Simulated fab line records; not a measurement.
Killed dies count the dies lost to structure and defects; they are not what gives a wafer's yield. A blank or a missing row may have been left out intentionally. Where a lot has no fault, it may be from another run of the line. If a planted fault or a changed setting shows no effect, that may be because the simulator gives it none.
Struck lot and sound lot, side by side || flow sky130 || 18 out of 708 route steps
Sound: wafers L594.1, L594.2, L594.3. The struck wafers were L600.1, L600.2, L600.4. Last of all comes the cause.
For every step that has rows: the tool of each side, followed by ch and its chambers, followed by its first start. Under that, the readings that differ: sound wafers || struck wafers || difference of the means || sigmas: that difference in standard deviations of wafers without a fault.
alike: words and numbers the same on both sides, and readings whose means are apart by under 2 such deviations; not compared: readings that were withheld, readings missing a value for some wafer, numbers with overlapping values and no deviation given by the record, and bounds like >300 which may hide the same value.
A row with sigmas, a row that says differs or no value, or rows on one side alone: a step with any of these is where the two part. When numbers do not overlap yet have no deviation, they are printed without sigmas and do not part them. Lack of a reading on every wafer of one side parts them only where that side has two or more wafers.

first, 4 steps without rows for these wafers: SKY_LDD_HVN_SOFTBAKE_03 (time 60 s); SKY_LDD_HVN_EXPOSE_04 (exposes mask HVNTM, target cd 700 nm); SKY_LDD_HVN_PEB_05; SKY_LDD_HVN_DEVELOP_06 (develop time 60 s).
SKY_LDD_HVN_OVL_MEAS_07:
  sound on overlay-01, day 23 10:25; struck on overlay-02, day 25 17:52
  alike: LDD_HVN_OVL
after that, 1 step had no rows for these wafers: SKY_LDD_HVN_IMPLANT_08.
SKY_LDD_HVN_STRIP_09: strips in O2/N2.
  sound on plasma asher-01 ch 0,1, day 23 10:36; struck on plasma asher-02 ch 0,1, day 25 18:03
  alike: drypump motor current A, oes product au, strip time to endpoint s
  not compared: rf hours counter h
SKY_LDD_HVN_TW_MEAS_10:
  sound on film metro-03, day 23 10:42; struck on film metro-02, day 25 18:09
  alike: LDD_HVN_TW
then, 4 steps without rows for these wafers: SKY_LDD_HVP_DEHYDRATE_00 (time 60 s); SKY_LDD_HVP_HMDS_01 (prime time 60 s); SKY_LDD_HVP_COAT_02 (resist thk 300 nm); SKY_LDD_HVP_SOFTBAKE_03 (time 60 s).
SKY_LDD_HVP_EXPOSE_04: exposes mask HVPTM, target cd 700 nm.
  sound on iline stepper-01 ch 0, day 24 02:24; struck on iline stepper-01 ch 0, day 26 09:22
{"reading": "model.LDD_HVP.overlay x nm (nm)", "sound": "-0.1194 -0.1194 -0.1194", "struck": "-83.87 -83.87 -83.87", "difference": -83.75, "sigmas": ""}
  alike: mask
then, 2 steps without rows for these wafers: SKY_LDD_HVP_PEB_05; SKY_LDD_HVP_DEVELOP_06 (develop time 60 s).
SKY_LDD_HVP_OVL_MEAS_07:
  sound on overlay-01, day 24 16:40; struck on overlay-02, day 26 23:25
{"reading": "LDD_HVP_OVL (nm)", "sound": "1.0 0.6 1.0", "struck": "-82.2 -80.4 -82.7", "difference": -82.6, "sigmas": -69}
after that, 1 step had no rows for these wafers: SKY_LDD_HVP_IMPLANT_08.
-- the record jumps here: 23 days lie between the struck wafers' starts before and after (it left off in module LDD_HVP and takes up again in module PAD_OPEN, whose first step shown is number 708 of the route) --
SKY_PAD_OPEN_PROBE_99:
  sound on prober-01, day 47 20:16; struck on prober-02, day 49 12:01
{"reading": "killed at other", "sound": "0 0 0", "struck": "2 1 0", "difference": "+1", "sigmas": "+2"}
  alike: killed_at_M0_to_M3, killed_at_M4_up, killed at contacts, killed at front end, killed dies, killed open, killed short

WHERE THEY PART
First at SKY_LDD_HVP_OVL_MEAS_07; last, within this record, at SKY_PAD_OPEN_PROBE_99.

WHY: what had been put in by the simulator
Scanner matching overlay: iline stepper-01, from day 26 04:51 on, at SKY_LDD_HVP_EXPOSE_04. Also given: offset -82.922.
